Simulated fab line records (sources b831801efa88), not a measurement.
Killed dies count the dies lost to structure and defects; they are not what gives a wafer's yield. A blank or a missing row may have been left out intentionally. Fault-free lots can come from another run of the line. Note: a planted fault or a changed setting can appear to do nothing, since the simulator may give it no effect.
Which tool was responsible?    flow gf180mcu    13 lots, 39 wafers sampled, at 4 steps of a route of 602

## WHAT THE GAUGES SHOWED, per wafer
GF_SAB_CD_MEAS_09: the cd target is 420 nm.
lot   measured      on         cd nm (nm)
L215  day 15 00:11  cd sem-01  421.0 420.9 421.3
L216  day 15 09:23  cd sem-01  418.7 419.6 418.4
L217  day 15 17:21  cd sem-02  419.9 418.0 419.0
L218  day 15 23:08  cd sem-02  419.0 418.6 417.8
L220  day 16 19:52  cd sem-02  420.7 420.6 420.7
L221  day 17 06:47  cd sem-02  417.9 418.0 417.7
L230  day 20 12:17  cd sem-01  418.7 420.1 419.4
L233  day 21 10:55  cd sem-02  419.8 422.4 422.2
L234  day 21 23:43  cd sem-01  419.8 419.6 421.4
L235  day 22 08:32  cd sem-01  415.9 415.5 417.9
L236  day 22 14:27  cd sem-02  418.4 417.1 416.9
L237  day 22 19:16  cd sem-01  419.7 420.9 420.6
L238  day 23 02:10  cd sem-01  420.7 421.2 421.3

GF_CONTACT_CD_MEAS_14: the cd target is 220 nm.
lot   measured      on         cd nm (nm)
L215  day 15 23:13  cd sem-01  218.6 219.0 219.1
L216  day 16 09:01  cd sem-01  218.7 220.6 218.4
L217  day 16 18:02  cd sem-01  222.3 220.4 222.4
L218  day 16 23:02  cd sem-01  220.5 218.9 219.5
L220  day 17 20:29  cd sem-02  220.7 221.6 221.1
L221  day 18 08:04  cd sem-02  220.6 220.6 219.9
L230  day 21 14:17  cd sem-01  195.1 194.4 195.6
L233  day 22 12:16  cd sem-01  221.2 221.7 223.1
L234  day 23 00:22  cd sem-02  219.4 219.2 221.0
L235  day 23 09:53  cd sem-01  221.1 222.0 221.9
L236  day 23 15:16  cd sem-01  220.7 220.0 219.9
L237  day 23 20:28  cd sem-02  218.9 219.3 219.2
L238  day 24 02:49  cd sem-01  220.1 221.0 221.0

## WHAT TOOL EACH LOT RAN ON (gives the tool, then ch and the chambers of the sampled wafers, and finally the start)
lot   GF_SALICIDE_RTA_06                GF_CONTACT_EXPOSE_11
L215  rtp anneal-01 ch 0, day 15 00:56  krf scanner-01 ch 0, day 15 12:37
L216  rtp anneal-02 ch 0, day 15 10:07  krf scanner-01 ch 0, day 15 22:31
L217  rtp anneal-01 ch 0, day 15 18:07  krf scanner-02 ch 0, day 16 07:05
L218  rtp anneal-02 ch 0, day 15 23:53  krf scanner-02 ch 0, day 16 11:41
L220  rtp anneal-02 ch 0, day 16 20:38  krf scanner-01 ch 0, day 17 09:07
L221  rtp anneal-01 ch 0, day 17 07:35  krf scanner-02 ch 0, day 17 20:16
L230  rtp anneal-01 ch 0, day 20 13:02  krf scanner-02 ch 0, day 21 02:13
L233  rtp anneal-01 ch 0, day 21 11:38  krf scanner-02 ch 0, day 22 00:27
L234  rtp anneal-02 ch 0, day 22 00:27  krf scanner-02 ch 0, day 22 13:17
L235  rtp anneal-01 ch 0, day 22 09:16  krf scanner-02 ch 0, day 22 21:53
L236  rtp anneal-01 ch 0, day 22 15:11  krf scanner-01 ch 0, day 23 04:01
L237  rtp anneal-02 ch 0, day 22 19:59  krf scanner-02 ch 0, day 23 09:06
L238  rtp anneal-01 ch 0, day 23 02:54  krf scanner-01 ch 0, day 23 15:31
- GF_SALICIDE_RTA_06: time 30 s.
- GF_CONTACT_EXPOSE_11: exposes mask Contact, target cd 220 nm.

## AS READ BY THE TOOLS THEMSELVES (means over the sampled wafers that have a number; for cases with no such wafer, the mark the record gives instead)
GF_SALICIDE_RTA_06.
lot   tool           lamp power pct (%)  wafer_temp_C_max
L215  rtp anneal-01  5.2                 531.6
L216  rtp anneal-02  6.8                 533.6
L217  rtp anneal-01  5.2                 531.9
L218  rtp anneal-02  6.8                 532.8
L220  rtp anneal-02  6.8                 533.9
L221  rtp anneal-01  5.2                 532.1
L230  rtp anneal-01  5.2                 532.0
L233  rtp anneal-01  5.2                 531.2
L234  rtp anneal-02  6.8                 533.5
L235  rtp anneal-01  5.2                 531.5
L236  rtp anneal-01  5.2                 531.9
L237  rtp anneal-02  6.8                 533.9
L238  rtp anneal-01  5.2                 531.4

## THE ANSWER, worked out from the rows above alone
Rule: usual is defined by the lots themselves. Put in order of their means at a reading, lots are off if they are a third of the lots or fewer, leave a main group of 4 or more, and stand apart from it by a gap of 3 or more times the standard deviation of the main group's means; of several such gaps the widest counts. If all means in a main group match to the digits the tables above print for the reading, that group is not used. A lot without any number at a reading at which 4 lots or more have one is off too. All remaining lots with rows at the step are treated as sound. Order of review: gauges by route order, followed by the tools' own readings, for which a lot's mean as printed above is used. At the first step where some lot is off, the reading lying furthest off is the one used; lots without a number count as furthest.
Off: L230, at GF_CONTACT_CD_MEAS_14 (cd nm). Main group: mean 220.4 nm, sd 1.
A tool fits if, at a process step before that reading, it ran every lot that is off, and no sound lot after the first of them. Gauges at GF_CONTACT_CD_MEAS_14: tried the same way as those tools. None of those tried fits.

## WHAT THE SIMULATOR HAD INSERTED
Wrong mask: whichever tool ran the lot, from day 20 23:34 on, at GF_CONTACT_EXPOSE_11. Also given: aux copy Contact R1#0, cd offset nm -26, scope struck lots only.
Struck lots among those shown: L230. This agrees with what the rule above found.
